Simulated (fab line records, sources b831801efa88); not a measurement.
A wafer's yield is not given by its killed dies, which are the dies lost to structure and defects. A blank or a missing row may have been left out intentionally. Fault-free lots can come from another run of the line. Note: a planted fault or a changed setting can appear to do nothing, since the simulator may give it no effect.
fab line records ; flow sky130
[record] lots = 12; wafers = 36; last-day = 50
route steps=708 shown FIELD_ISO@18 PWDE@54 NWELL@68 PAD_OPEN@708
lots untouched by any fault: they come from a run of this same line in which no faults occurred
start-h: hours from the record's first day to the start of the lot's first wafer shown ; wait-h: hours since the lot's step before ; " the same as in the row above ; L1.1+2: several wafers, shown together as one row ; - no value, or no start given ; * or withheld: withheld ; < > ~ a bound
route shown NAME@n: names a module that has steps shown in the file, with the first one's number in the route ; usual: mean and standard deviation over wafers with no fault ; same: alike in all rows ; chamber/n: place in a boat ; sites: the reading at each site ; _std_site: standard deviation of those values ; _edge_site: inner sites' mean taken away from outer sites' mean ; radius-mm: for every site, how far away it sits from the centre of the wafer ; mask NAME#n: copy n ; behind: the most recent tool/chamber to have shaped the wafer ; hold: reason for holding the lot/hours on hold/outcome of the hold ; device: transistor that didn't switch, given as n, p or np ; end of line: tests of these same wafers at the route's end ; for a step that has no rows: nothing shown but its recipe ; killed: at the first sort, the dies lost to defects and structure; wafer yield is something else ; map: per-die view of a wafer (x killed, . not killed, _ where there is no die)
set.NAME: the setting that was run; set.NAME@STEP: the one run at that earlier step ; model.NAME: the simulator's own value behind a step, which no gauge read
the route's steps for a sample of lots (tables are steps, rows are wafers)
services: when a tool's chamber went out of use (start-h, in hours from the record's first day, below 0 if earlier), for how many hours, and the reason
[[steps]]
[step SKY_FIELD_ISO_ETCH_17]
[recipe] target-depth-a = 3420; mask-material = Si3N4; chemistry = HBr/Cl2/O2; target = Si; taper-deg = 5; icp-w = 600; bias-w = 150; pressure-mtorr = 15; HBr_flow_sccm = 150; Cl2_flow_sccm = 40; O2_flow_sccm = 6; time-s = 97.7
[usual] O2_flow_sccm = 6.001/0.018; chamber-pressure-mTorr = 15.001/0.014; drypump-motor-current-A = 5.5/0.49; oes-product-au = 1.000/0.0081; rf-fwd-power-W = 596.3/1.9; run-length-s = 126.1/0.33; throttle-valve-pct = 25.656/0.0096
lot.wafer;tool;chamber;start-h;wait-h;O2_flow_sccm;chamber-pressure-mTorr;drypump-motor-current-A;oes-product-au;rf-fwd-power-W;rf-hours-counter-h;run-length-s;throttle-valve-pct
L798.2;rie-si-02;0;29.34;0.1;5.995;14.998;5.1;1.010;595.2;1;125.7;25.650
L798.3;rie-si-02;3;29.34;0.1;6.017;14.995;5.2;1.007;594.0;41;125.8;25.654
L798.5;rie-si-02;2;29.34;0.1;6.014;15.030;5.1;1.000;595.0;-;126.6;25.650
L799.1;rie-si-01;0;32.74;0.1;5.982;15.021;6.5;1.002;596.9;104;125.8;25.646
L799.5;rie-si-01;0;32.74;0.1;5.981;15.031;6.5;0.996;600.3;-;126.5;25.655
L799.6;rie-si-01;1;32.74;0.1;6.026;15.008;6.0;0.996;598.6;-;126.3;25.671
L802.1;rie-si-02;1;49.71;0.1;5.996;14.998;5.2;1.017;600.8;0;126.2;25.641
L802.2;rie-si-02;3;49.71;0.1;6.009;15.004;5.2;1.006;595.3;41;126.4;25.643
L802.5;rie-si-02;0;49.71;0.1;6.032;14.986;5.1;1.003;597.0;-;126.1;25.654
L804.1;rie-si-01;3;66.61;0.1;5.989;14.990;5.6;0.996;597.1;38;126.2;25.650
L804.4;rie-si-01;1;66.61;0.1;6.009;15.017;6.0;0.994;596.8;49;126.0;25.655
L804.6;rie-si-01;0;66.61;0.1;6.010;14.987;6.5;1.002;596.5;-;125.7;25.661
L807.2;rie-si-02;1;76.04;0.1;6.014;14.987;5.2;1.001;597.0;1;126.4;25.646
L807.4;rie-si-02;0;76.04;0.1;6.000;14.986;5.1;1.016;595.7;1;125.7;25.651
L807.6;rie-si-02;0;76.04;0.1;6.012;15.005;5.1;1.012;598.2;-;126.2;25.654
L809.3;rie-si-02;1;86.76;0.0;6.008;15.006;5.2;1.019;594.2;1;126.0;25.641
L809.5;rie-si-02;2;86.76;0.0;5.983;15.019;5.0;0.994;597.1;-;126.5;25.666
L809.6;rie-si-02;1;86.76;0.0;6.012;14.993;5.2;1.007;597.6;-;126.2;25.650
L810.3;rie-si-02;1;91.61;0.0;5.968;15.015;5.2;1.000;596.0;1;126.0;25.666
L810.4;rie-si-02;0;91.61;0.0;6.013;15.005;5.1;0.996;595.9;-;125.5;25.654
L810.5;rie-si-02;1;91.61;0.0;5.971;15.009;5.2;1.013;595.4;-;126.4;25.672
L812.1;rie-si-02;2;104.01;0.1;6.021;15.004;5.0;0.985;598.6;0;126.7;25.663
L812.4;rie-si-02;1;104.01;0.1;6.008;14.970;5.2;0.998;599.3;1;126.1;25.644
L812.6;rie-si-02;0;104.01;0.1;5.981;15.034;5.1;0.999;593.6;-;133.3;25.648
L813.1;rie-si-01;3;108.25;0.1;6.029;14.992;5.6;1.014;599.6;38;125.6;25.662
L813.2;rie-si-01;0;108.25;0.1;5.997;14.992;6.5;0.998;596.6;104;126.3;25.659
L813.3;rie-si-01;1;108.25;0.1;5.991;15.014;6.0;1.001;596.7;49;126.2;25.656
L815.1;rie-si-02;3;118.49;0.1;5.997;15.020;5.2;1.010;592.5;42;125.8;25.653
L815.2;rie-si-02;1;118.49;0.1;6.002;14.982;5.2;1.006;593.7;1;126.4;25.643
L815.6;rie-si-02;0;118.49;0.1;5.998;14.988;5.1;1.006;597.3;-;133.4;25.662
L817.1;rie-si-01;0;140.51;0.1;6.028;15.002;6.5;0.994;593.5;105;126.5;25.665
L817.3;rie-si-01;2;140.51;0.1;6.005;14.985;5.6;0.985;595.8;0;126.3;25.680
L817.6;rie-si-01;1;140.51;0.1;5.950;15.007;6.0;1.001;600.3;-;126.2;25.668
L821.2;rie-si-01;0;150.74;0.1;5.980;15.012;6.5;0.995;594.9;105;126.2;25.657
L821.3;rie-si-01;2;150.74;0.1;5.969;15.005;5.6;0.989;596.6;0;126.0;25.664
L821.4;rie-si-01;3;150.74;0.1;6.002;15.000;5.6;0.997;595.1;39;126.0;25.658
[step SKY_PWDE_STRIP_09]
[recipe] chemistry = O2/N2; power-w = 1400; pressure-mtorr = 1500; platen-temp-c = withheld; o2-flow-sccm = 3000; n2-flow-sccm = 300; overash-fraction = 0.5
[usual] chamber-pressure-mTorr = 1499.9/1.3; drypump-motor-current-A = 5.8/0.51; o2-flow-sccm = 2999/9.4; oes-product-au = 0.723/0.0045; strip-time-to-endpoint-s = 36.91/0.094
lot.wafer;tool;chamber;start-h;wait-h;chamber-pressure-mTorr;drypump-motor-current-A;o2-flow-sccm;oes-product-au;rf-hours-counter-h;strip-time-to-endpoint-s
L798.2;plasma-asher-03;1;67.19;0.1;1499.5;5.6;2987;0.725;28;36.85
L798.3;plasma-asher-03;1;67.19;0.1;1500.8;5.6;3011;0.723;-;36.86
L798.5;plasma-asher-03;1;67.19;0.1;1499.8;5.6;2999;0.724;-;36.80
L799.1;plasma-asher-04;1;79.59;0.1;1498.3;5.1;3011;0.728;42;36.81
L799.5;plasma-asher-04;1;79.59;0.1;1501.9;5.1;2998;0.723;-;36.77
L799.6;plasma-asher-04;0;79.59;0.1;1497.1;5.7;2989;0.714;-;36.85
L802.1;plasma-asher-04;1;90.34;0.1;1501.0;5.1;3011;0.727;44;36.94
L802.2;plasma-asher-04;0;90.34;0.1;1501.6;5.8;2997;0.720;44;37.01
L802.5;plasma-asher-04;1;90.34;0.1;1500.3;5.1;2995;0.723;-;36.97
L804.1;plasma-asher-04;0;107.09;0.1;1503.3;5.7;3007;0.734;45;36.95
L804.4;plasma-asher-04;0;107.09;0.1;1498.4;5.7;3000;0.716;-;36.90
L804.6;plasma-asher-04;0;107.09;0.1;1499.6;5.8;2996;0.722;-;36.83
L807.2;plasma-asher-03;1;124.41;0.1;1499.8;5.6;2988;0.723;35;36.98
L807.4;plasma-asher-03;1;124.41;0.1;1499.9;5.6;2980;0.727;-;36.86
L807.6;plasma-asher-03;0;124.41;0.1;1498.3;6.5;3007;0.725;-;36.90
L809.3;plasma-asher-01;1;133.63;0.1;1499.5;6.3;3005;0.721;-;36.94
L809.5;plasma-asher-01;1;133.63;0.1;1500.1;6.3;3018;0.723;-;36.98
L809.6;plasma-asher-01;0;133.63;0.1;1498.6;5.3;2988;0.720;-;37.07
L810.3;plasma-asher-01;0;135.18;0.1;1499.2;5.3;2987;0.725;-;36.83
L810.4;plasma-asher-01;1;135.18;0.1;1502.4;6.3;3016;0.725;-;36.82
L810.5;plasma-asher-01;0;135.18;0.1;1499.7;5.3;3014;0.722;-;36.87
L812.1;plasma-asher-01;0;146.56;0.1;1499.7;5.3;3003;0.723;37;36.84
L812.4;plasma-asher-01;1;146.56;0.1;1495.8;6.3;3008;0.723;-;37.01
L812.6;plasma-asher-01;0;146.56;0.1;1499.8;5.3;2996;0.726;-;37.03
L813.1;plasma-asher-03;1;152.04;0.1;1497.4;5.6;2992;0.719;38;36.94
L813.2;plasma-asher-03;0;152.04;0.1;1499.5;6.5;2981;0.723;38;36.90
L813.3;plasma-asher-03;1;152.04;0.1;1499.3;5.6;3006;0.718;-;36.84
L815.1;plasma-asher-04;0;164.81;0.1;1497.6;5.7;3011;0.722;51;36.90
L815.2;plasma-asher-04;1;164.81;0.1;1501.6;5.1;2986;0.719;51;36.98
L815.6;plasma-asher-04;0;164.81;0.1;1499.8;5.8;3010;0.726;-;36.99
L817.1;plasma-asher-04;1;185.43;0.1;1499.6;5.1;3013;0.731;54;36.98
L817.3;plasma-asher-04;1;185.43;0.1;1499.4;5.1;2987;0.721;-;37.01
L817.6;plasma-asher-04;0;185.43;0.1;1499.8;5.7;3004;0.726;-;37.10
L821.2;plasma-asher-01;0;202.51;0.1;1501.3;5.3;3004;0.732;41;36.82
L821.3;plasma-asher-01;1;202.51;0.1;1501.9;6.3;3003;0.719;-;36.90
L821.4;plasma-asher-01;0;202.51;0.1;1499.9;5.3;3009;0.726;-;36.70
[step SKY_NWELL_TW_MEAS_15]
[usual] NWELL_TW = 1792/13
lot.wafer;tool;chamber;start-h;wait-h;NWELL_TW
L798.2;film-metro-01;-;84.83;0.1;1805
L798.3;film-metro-01;-;84.83;0.1;1795
L798.5;film-metro-01;-;84.83;0.1;1799
L799.1;film-metro-04;-;97.01;0.1;1800
L799.5;film-metro-04;-;97.01;0.1;1799
L799.6;film-metro-04;-;97.01;0.1;1782
L802.1;film-metro-02;-;108.81;0.1;1786
L802.2;film-metro-02;-;108.81;0.1;1797
L802.5;film-metro-02;-;108.81;0.1;1782
L804.1;film-metro-01;-;125.16;0.1;1779
L804.4;film-metro-01;-;125.16;0.1;1781
L804.6;film-metro-01;-;125.16;0.1;1794
L807.2;film-metro-02;-;143.17;0.1;1785
L807.4;film-metro-02;-;143.17;0.1;1786
L807.6;film-metro-02;-;143.17;0.1;1788
L809.3;film-metro-04;-;158.19;0.1;1782
L809.5;film-metro-04;-;158.19;0.1;1786
L809.6;film-metro-04;-;158.19;0.1;1784
L810.3;film-metro-01;-;158.48;0.1;1813
L810.4;film-metro-01;-;158.48;0.1;1807
L810.5;film-metro-01;-;158.48;0.1;1804
L812.1;film-metro-04;-;165.66;0.1;1788
L812.4;film-metro-04;-;165.66;0.1;1785
L812.6;film-metro-04;-;165.66;0.1;1780
L813.1;film-metro-02;-;171.46;0.1;1773
L813.2;film-metro-02;-;171.46;0.1;1784
L813.3;film-metro-02;-;171.46;0.1;1768
L815.1;film-metro-04;-;186.57;0.1;1786
L815.2;film-metro-04;-;186.57;0.1;1781
L815.6;film-metro-04;-;186.57;0.1;1778
L817.1;film-metro-04;-;207.17;0.1;1797
L817.3;film-metro-04;-;207.17;0.1;1795
L817.6;film-metro-04;-;207.17;0.1;1792
L821.2;film-metro-01;-;225.18;0.1;1805
L821.3;film-metro-01;-;225.18;0.1;1798
L821.4;film-metro-01;-;225.18;0.1;1800
[step SKY_NWELL_RTA_28]
[recipe] temp-c = 1050; time-s = 30; idle-temp-c = 650; ramp-up-c-per-s = 150; ramp-down-c-per-s = 90; ambient = N2
[usual] lamp-power-pct = 25.31/0.056; wafer_temp_C_max = 1054.8/0.94
lot.wafer;tool;chamber;start-h;wait-h;lamp-power-pct;wafer_temp_C_max
L798.2;rtp-anneal-02;0;102.35;0.0;25.21;1054.2
L798.3;rtp-anneal-02;0;102.35;0.0;25.31;1053.8
L798.5;rtp-anneal-02;0;102.35;0.0;25.34;1055.0
L799.1;rtp-anneal-02;0;115.79;0.0;25.32;1055.1
L799.5;rtp-anneal-02;0;115.79;0.0;25.38;1055.0
L799.6;rtp-anneal-02;0;115.79;0.0;25.35;1055.0
L802.1;rtp-anneal-01;0;125.98;0.0;25.27;1055.1
L802.2;rtp-anneal-01;0;125.98;0.0;25.39;1053.2
L802.5;rtp-anneal-01;0;125.98;0.0;25.28;1054.0
L804.1;rtp-anneal-01;0;144.43;0.0;25.30;1053.9
L804.4;rtp-anneal-01;0;144.43;0.0;25.29;1054.3
L804.6;rtp-anneal-01;0;144.43;0.0;25.30;1054.9
L807.2;rtp-anneal-02;0;162.65;0.0;25.28;1053.6
L807.4;rtp-anneal-02;0;162.65;0.0;25.30;1056.2
L807.6;rtp-anneal-02;0;162.65;0.0;25.29;1054.8
L809.3;rtp-anneal-01;0;177.74;0.0;25.37;1056.4
L809.5;rtp-anneal-01;0;177.74;0.0;25.28;1054.9
L809.6;rtp-anneal-01;0;177.74;0.0;25.28;1054.7
L810.3;rtp-anneal-02;0;178.62;0.0;25.24;1054.9
L810.4;rtp-anneal-02;0;178.62;0.0;25.30;1056.8
L810.5;rtp-anneal-02;0;178.62;0.0;25.27;1053.5
L812.1;rtp-anneal-02;0;186.74;0.0;25.30;1057.1
L812.4;rtp-anneal-02;0;186.74;0.0;25.23;1056.0
L812.6;rtp-anneal-02;0;186.74;0.0;25.30;1054.6
L813.1;rtp-anneal-01;0;192.90;0.0;25.34;1054.3
L813.2;rtp-anneal-01;0;192.90;0.0;25.24;1054.3
L813.3;rtp-anneal-01;0;192.90;0.0;25.33;1054.5
L815.1;rtp-anneal-01;0;208.27;0.0;25.28;1053.8
L815.2;rtp-anneal-01;0;208.27;0.0;25.40;1052.7
L815.6;rtp-anneal-01;0;208.27;0.0;25.27;1053.7
L817.1;rtp-anneal-01;0;229.71;0.0;25.37;1054.7
L817.3;rtp-anneal-01;0;229.71;0.0;25.26;1055.2
L817.6;rtp-anneal-01;0;229.71;0.0;25.26;1054.1
L821.2;rtp-anneal-02;0;248.27;0.0;25.27;1053.5
L821.3;rtp-anneal-02;0;248.27;0.0;25.29;1053.8
L821.4;rtp-anneal-02;0;248.27;0.0;25.35;1054.5
[step SKY_PAD_OPEN_PROBE_99]
[usual] killed_at_M0_to_M3 = 44/7.3; killed_at_M4_up = 3.5/1.8; killed-at-contacts = 24/5.8; killed-at-front-end = 16/4.3; killed-at-other = 0.5/0.68; killed-dies = 88/9.4; killed-open = 48/6.8; killed-short = 40/6.1
[same] gross-dies = 492; killed-at-back-side = 0
lot.wafer;tool;chamber;start-h;wait-h;killed_at_M0_to_M3;killed_at_M4_up;killed-at-contacts;killed-at-front-end;killed-at-other;killed-dies;killed-open;killed-short
L798.2;prober-02;-;1071.67;0.1;53;1;18;15;0;87;48;39
L798.3;prober-02;-;1071.72;0.2;36;5;25;14;0;80;39;41
L798.5;prober-02;-;1071.82;0.2;47;4;37;11;1;100;54;44
L799.1;prober-02;-;1093.83;0.1;42;5;22;17;0;86;44;38
L799.5;prober-02;-;1094.03;0.2;55;4;28;16;2;105;59;44
L799.6;prober-02;-;1094.08;0.2;50;3;20;20;0;93;48;42
L802.1;prober-02;-;1096.83;0.1;46;4;24;14;0;88;49;38
L802.2;prober-02;-;1096.88;0.1;45;2;24;16;1;88;44;44
L802.5;prober-02;-;1097.03;0.2;33;2;32;13;1;81;45;34
L804.1;prober-02;-;1114.34;0.1;42;4;28;12;0;86;46;39
L804.4;prober-02;-;1114.49;0.2;48;1;26;13;1;89;48;41
L804.6;prober-02;-;1114.59;0.2;49;0;19;12;0;80;36;44
L807.2;prober-01;-;1133.92;0.1;58;5;24;15;0;102;57;45
L807.4;prober-01;-;1134.02;0.2;55;1;27;18;0;101;47;53
L807.6;prober-01;-;1134.12;0.2;43;3;18;17;0;81;43;38
L809.3;prober-01;-;1146.56;0.2;50;8;16;18;0;92;56;35
L809.5;prober-01;-;1146.66;0.2;48;2;16;15;1;82;45;35
L809.6;prober-01;-;1146.71;0.2;57;2;18;17;2;96;50;44
L810.3;prober-01;-;1155.35;0.2;48;1;23;16;1;89;51;38
L810.4;prober-01;-;1155.40;0.2;39;4;17;20;0;80;44;35
L810.5;prober-01;-;1155.45;0.2;46;4;38;10;1;99;50;48
L812.1;prober-02;-;1162.44;0.1;52;9;28;17;0;106;55;50
L812.4;prober-02;-;1162.59;0.2;30;7;24;8;0;69;33;36
L812.6;prober-02;-;1162.69;0.2;40;7;22;21;0;90;52;37
L813.1;prober-01;-;1164.21;0.1;36;4;21;26;1;88;45;42
L813.2;prober-01;-;1164.26;0.1;40;4;18;25;0;87;51;35
L813.3;prober-01;-;1164.31;0.2;40;1;25;16;0;82;44;37
L815.1;prober-02;-;1181.23;0.1;51;2;18;18;1;90;47;41
L815.2;prober-02;-;1181.28;0.1;50;0;25;18;0;93;41;49
L815.6;prober-02;-;1181.48;0.2;54;2;25;10;0;91;50;40
L817.1;prober-01;-;1187.30;0.1;56;3;24;17;0;100;51;49
L817.3;prober-01;-;1187.40;0.2;45;6;29;14;0;94;40;53
L817.6;prober-01;-;1187.55;0.2;50;1;31;20;1;103;54;48
L821.2;prober-01;-;1198.47;0.1;34;4;30;16;0;84;50;34
L821.3;prober-01;-;1198.52;0.2;38;3;29;10;0;80;41;39
L821.4;prober-01;-;1198.57;0.2;40;3;24;13;0;80;42;38
// killed by level:class
L798.2 VIA1:geometric-particle:open=15 METAL2:geometric-particle:short=8 VIA3:geometric-particle:open=8 CONTACT:geometric-particle:open=6 VIA2:geometric-particle:open=5 FIELD_ISO:geometric-particle:open=4 LOCAL_INTERCONNECT:geometric-particle:short=4 VIA1:geometric-particle:short=4
L798.3 VIA1:geometric-particle:open=11 CONTACT:geometric-particle:open=8 LI_CONTACT:geometric-particle:open=6 VIA3:geometric-particle:short=6 LOCAL_INTERCONNECT:geometric-particle:short=5 POLY_GATE:geometric-particle:open=4 POLY_GATE:geometric-particle:short=4 METAL3:geometric-particle:short=4
L798.5 CONTACT:geometric-particle:open=13 VIA1:geometric-particle:open=13 LI_CONTACT:geometric-particle:open=11 VIA1:geometric-particle:short=8 CONTACT:geometric-particle:short=6 METAL1:geometric-particle:short=6 LOCAL_INTERCONNECT:geometric-particle:short=5 METAL2:geometric-particle:short=4
L799.1 CONTACT:geometric-particle:open=10 VIA1:geometric-particle:open=9 VIA3:geometric-particle:open=7 CONTACT:geometric-particle:short=6 POLY_GATE:geometric-particle:open=6 METAL1:geometric-particle:short=5 VIA2:geometric-particle:short=5 VIA2:geometric-particle:open=4
L799.5 VIA1:geometric-particle:open=17 CONTACT:geometric-particle:open=15 VIA1:geometric-particle:short=9 VIA3:geometric-particle:open=8 METAL1:geometric-particle:short=6 FIELD_ISO:geometric-particle:short=5 POLY_GATE:geometric-particle:short=4 LOCAL_INTERCONNECT:geometric-particle:short=4
L799.6 VIA1:geometric-particle:open=18 POLY_GATE:geometric-particle:short=7 VIA2:geometric-particle:open=7 FIELD_ISO:geometric-particle:short=6 CONTACT:geometric-particle:short=6 CONTACT:geometric-particle:open=6 VIA1:geometric-particle:short=5 METAL2:geometric-particle:short=5
L802.1 CONTACT:geometric-particle:open=9 VIA3:geometric-particle:open=9 METAL1:geometric-particle:short=8 VIA1:geometric-particle:open=8 LI_CONTACT:geometric-particle:open=7 VIA2:geometric-particle:open=7 FIELD_ISO:geometric-particle:open=5 POLY_GATE:geometric-particle:short=4
L802.2 VIA1:geometric-particle:open=8 CONTACT:geometric-particle:short=7 METAL2:geometric-particle:short=7 CONTACT:geometric-particle:open=6 LI_CONTACT:geometric-particle:open=6 FIELD_ISO:geometric-particle:open=5 FIELD_ISO:geometric-particle:short=5 VIA2:geometric-particle:open=5
L802.5 CONTACT:geometric-particle:open=13 VIA1:geometric-particle:open=6 VIA3:geometric-particle:open=6 LI_CONTACT:geometric-particle:short=5 LI_CONTACT:geometric-particle:open=5 METAL2:geometric-particle:short=5 FIELD_ISO:geometric-particle:open=4 LOCAL_INTERCONNECT:geometric-particle:short=4
L804.1 LI_CONTACT:geometric-particle:open=10 VIA2:geometric-particle:open=8 CONTACT:geometric-particle:open=7 VIA3:geometric-particle:open=6 LOCAL_INTERCONNECT:geometric-particle:short=5 VIA1:geometric-particle:open=5 VIA2:geometric-particle:short=5 POLY_GATE:geometric-particle:open=4
L804.4 VIA1:geometric-particle:open=11 VIA2:geometric-particle:open=10 CONTACT:geometric-particle:open=9 METAL2:geometric-particle:short=7 LI_CONTACT:geometric-particle:open=6 CONTACT:geometric-particle:short=5 POLY_GATE:geometric-particle:short=4 METAL1:geometric-particle:short=4
L804.6 METAL1:geometric-particle:short=9 VIA1:geometric-particle:open=8 LI_CONTACT:geometric-particle:open=7 VIA1:geometric-particle:short=6 VIA3:geometric-particle:open=6 POLY_GATE:geometric-particle:short=5 METAL2:geometric-particle:short=5 CONTACT:geometric-particle:open=4
L807.2 VIA3:geometric-particle:open=12 VIA1:geometric-particle:open=10 LI_CONTACT:geometric-particle:open=9 CONTACT:geometric-particle:open=6 FIELD_ISO:geometric-particle:short=5 CONTACT:geometric-particle:short=5 VIA1:geometric-particle:short=5 VIA3:geometric-particle:short=5
L807.4 VIA1:geometric-particle:open=14 CONTACT:geometric-particle:open=9 METAL2:geometric-particle:short=9 CONTACT:geometric-particle:short=8 VIA3:geometric-particle:open=7 POLY_GATE:geometric-particle:short=7 VIA3:geometric-particle:short=7 METAL1:geometric-particle:short=6
L807.6 VIA3:geometric-particle:open=10 VIA1:geometric-particle:open=9 VIA2:geometric-particle:open=8 CONTACT:geometric-particle:open=7 CONTACT:geometric-particle:short=6 POLY_GATE:geometric-particle:short=5 METAL2:geometric-particle:short=5 FIELD_ISO:geometric-particle:open=4
L809.3 VIA2:geometric-particle:open=10 VIA1:geometric-particle:open=9 CONTACT:geometric-particle:open=8 VIA3:geometric-particle:open=7 VIA1:geometric-particle:short=6 FIELD_ISO:geometric-particle:open=5 POLY_GATE:geometric-particle:short=4 METAL4:geometric-particle:short=4
L809.5 METAL1:geometric-particle:short=14 VIA3:geometric-particle:open=8 VIA2:geometric-particle:open=7 CONTACT:geometric-particle:open=6 FIELD_ISO:geometric-particle:open=5 VIA1:geometric-particle:short=5 CONTACT:geometric-particle:short=4 METAL1:geometric-particle:open=4
L809.6 VIA1:geometric-particle:open=15 METAL1:geometric-particle:short=8 CONTACT:geometric-particle:open=7 VIA2:geometric-particle:open=7 VIA1:geometric-particle:short=6 LI_CONTACT:geometric-particle:open=6 METAL2:geometric-particle:short=6 VIA3:geometric-particle:short=6
L810.3 VIA3:geometric-particle:open=10 LI_CONTACT:geometric-particle:open=9 VIA1:geometric-particle:open=8 METAL1:geometric-particle:short=6 VIA2:geometric-particle:open=6 CONTACT:geometric-particle:open=5 CONTACT:geometric-particle:short=5 VIA3:geometric-particle:short=5
L810.4 VIA1:geometric-particle:open=9 VIA2:geometric-particle:open=9 METAL2:geometric-particle:short=7 CONTACT:geometric-particle:short=6 VIA1:geometric-particle:short=6 FIELD_ISO:geometric-particle:open=5 LI_CONTACT:geometric-particle:open=5 CONTACT:geometric-particle:open=4
L810.5 VIA3:geometric-particle:open=12 CONTACT:geometric-particle:open=11 LI_CONTACT:geometric-particle:open=9 CONTACT:geometric-particle:short=9 VIA1:geometric-particle:short=8 LI_CONTACT:geometric-particle:short=5 VIA2:geometric-particle:open=5 POLY_GATE:geometric-particle:open=4
L812.1 VIA1:geometric-particle:open=13 CONTACT:geometric-particle:open=9 METAL4:geometric-particle:short=8 METAL1:geometric-particle:short=7 FIELD_ISO:geometric-particle:open=6 LI_CONTACT:geometric-particle:open=6 LOCAL_INTERCONNECT:geometric-particle:short=6 METAL2:geometric-particle:short=6
L812.4 CONTACT:geometric-particle:open=10 METAL2:geometric-particle:short=6 CONTACT:geometric-particle:short=6 VIA1:geometric-particle:open=6 LI_CONTACT:geometric-particle:open=5 VIA3:geometric-particle:open=4 METAL4:geometric-particle:short=4 LOCAL_INTERCONNECT:geometric-particle:short=3
L812.6 VIA1:geometric-particle:open=9 VIA3:geometric-particle:open=9 FIELD_ISO:geometric-particle:open=7 CONTACT:geometric-particle:open=7 FIELD_ISO:geometric-particle:short=6 VIA2:geometric-particle:open=5 LOCAL_INTERCONNECT:geometric-particle:short=4 METAL4:geometric-particle:short=4
L813.1 CONTACT:geometric-particle:open=10 POLY_GATE:geometric-particle:short=7 FIELD_ISO:geometric-particle:short=6 VIA3:geometric-particle:open=6 VIA1:geometric-particle:short=5 VIA2:geometric-particle:open=5 FIELD_ISO:geometric-particle:open=4 POLY_GATE:geometric-particle:open=4
L813.2 VIA1:geometric-particle:open=11 CONTACT:geometric-particle:open=10 VIA3:geometric-particle:open=10 FIELD_ISO:geometric-particle:short=6 FIELD_ISO:geometric-particle:open=5 METAL1:geometric-particle:short=5 POLY_GATE:geometric-particle:short=5 POLY_GATE:geometric-particle:open=5
L813.3 METAL1:geometric-particle:short=9 CONTACT:geometric-particle:open=8 VIA1:geometric-particle:open=8 LI_CONTACT:geometric-particle:open=6 LI_CONTACT:geometric-particle:short=6 VIA2:geometric-particle:open=6 POLY_GATE:geometric-particle:short=5 METAL1:geometric-particle:open=4
L815.1 VIA1:geometric-particle:open=15 METAL1:geometric-particle:short=7 FIELD_ISO:geometric-particle:short=6 CONTACT:geometric-particle:open=6 VIA2:geometric-particle:open=6 VIA3:geometric-particle:open=6 CONTACT:geometric-particle:short=5 VIA1:geometric-particle:short=5
L815.2 VIA2:geometric-particle:open=8 POLY_GATE:geometric-particle:short=7 LI_CONTACT:geometric-particle:short=7 LI_CONTACT:geometric-particle:open=7 VIA1:geometric-particle:open=7 VIA1:geometric-particle:short=7 METAL2:geometric-particle:short=6 VIA3:geometric-particle:open=6
L815.6 VIA1:geometric-particle:open=12 VIA2:geometric-particle:open=11 CONTACT:geometric-particle:open=9 LI_CONTACT:geometric-particle:open=7 METAL2:geometric-particle:short=7 VIA3:geometric-particle:open=6 METAL1:geometric-particle:short=5 METAL3:geometric-particle:short=5
L817.1 VIA1:geometric-particle:open=13 CONTACT:geometric-particle:short=8 LI_CONTACT:geometric-particle:open=7 METAL1:geometric-particle:short=7 VIA3:geometric-particle:open=7 VIA2:geometric-particle:open=7 POLY_GATE:geometric-particle:short=6 METAL2:geometric-particle:short=5
L817.3 VIA1:geometric-particle:short=12 LOCAL_INTERCONNECT:geometric-particle:short=9 CONTACT:geometric-particle:open=8 VIA2:geometric-particle:open=7 VIA3:geometric-particle:open=5 METAL1:geometric-particle:short=5 VIA1:geometric-particle:open=5 FIELD_ISO:geometric-particle:short=4
L817.6 VIA1:geometric-particle:open=15 CONTACT:geometric-particle:open=12 METAL2:geometric-particle:short=9 METAL1:geometric-particle:short=7 FIELD_ISO:geometric-particle:open=6 LI_CONTACT:geometric-particle:open=6 LOCAL_INTERCONNECT:geometric-particle:short=6 FIELD_ISO:geometric-particle:short=5
L821.2 CONTACT:geometric-particle:open=11 VIA1:geometric-particle:open=9 LI_CONTACT:geometric-particle:open=8 FIELD_ISO:geometric-particle:short=7 VIA3:geometric-particle:open=7 POLY_GATE:geometric-particle:short=4 LI_CONTACT:geometric-particle:short=4 LOCAL_INTERCONNECT:geometric-particle:short=4
L821.3 CONTACT:geometric-particle:open=10 LI_CONTACT:geometric-particle:open=7 CONTACT:geometric-particle:short=6 VIA2:geometric-particle:short=6 VIA1:geometric-particle:open=5 VIA1:geometric-particle:short=5 VIA3:geometric-particle:open=5 FIELD_ISO:geometric-particle:open=4
L821.4 VIA1:geometric-particle:open=11 LI_CONTACT:geometric-particle:open=7 CONTACT:geometric-particle:open=7 VIA1:geometric-particle:short=7 VIA2:geometric-particle:open=6 CONTACT:geometric-particle:short=5 METAL2:geometric-particle:short=5 POLY_GATE:geometric-particle:open=4
[[services]]
tool;chamber;start-h;hours;kind
rie-si-02;1;12.51;-;clean
rie-si-02;1;12.51;18.0;scheduled-down
rie-si-02;1;12.51;18.0;vent-cycle
rie-si-02;2;30.88;10.5;repair
rie-si-02;2;41.35;-;clean
rie-si-02;2;41.35;21.9;scheduled-down
rie-si-02;2;41.35;21.9;vent-cycle
plasma-asher-01;-;49.01;55.0;repair
plasma-asher-04;-;62.31;2.8;pm
rie-si-01;-;67.05;28.1;pm
rie-si-02;2;68.31;2.3;repair
rie-si-02;1;71.71;1.6;repair
rie-si-02;2;89.94;4.6;repair
rie-si-01;2;95.15;-;clean
rie-si-01;2;95.15;22.6;scheduled-down
rie-si-01;2;95.15;22.6;vent-cycle
plasma-asher-03;-;159.93;0.4;repair
plasma-asher-01;-;179.45;4.0;repair
rie-si-01;-;187.24;0.2;repair
rtp-anneal-01;-;244.96;4.7;pm
[[key]]
[first-sign] step = SKY_FIELD_ISO_ETCH_17; reading = run-length-s; direction = up; sigmas = 22; usual = *; struck = *
effect none on later readings
met-at SKY_FIELD_ISO_ETCH_17
struck-lots L812,L815
struck-wafers L812.6,L815.6
tester-left-out L812,L815
not-acting-at SKY_PWDE_STRIP_09,SKY_NWELL_TW_MEAS_15,SKY_NWELL_RTA_28
onset-between 91.61 104.01
[fault] kind = process-parameter-drift; tool = rie-si-02; chamber = 0; onset-h = 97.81; steps = SKY_FIELD_ISO_ETCH_17; channel = time-s; offset = *; shape = step; end-h = 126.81; acts-in = *; stated = *
// tester-left-out: of these lots the tester's yield and bins aren't shown, on N5 and GAA mostly nor the transistor test; their killed dies are dies lost to structure and defects alone, not to doping, threshold or leakage, so they don't give the yield
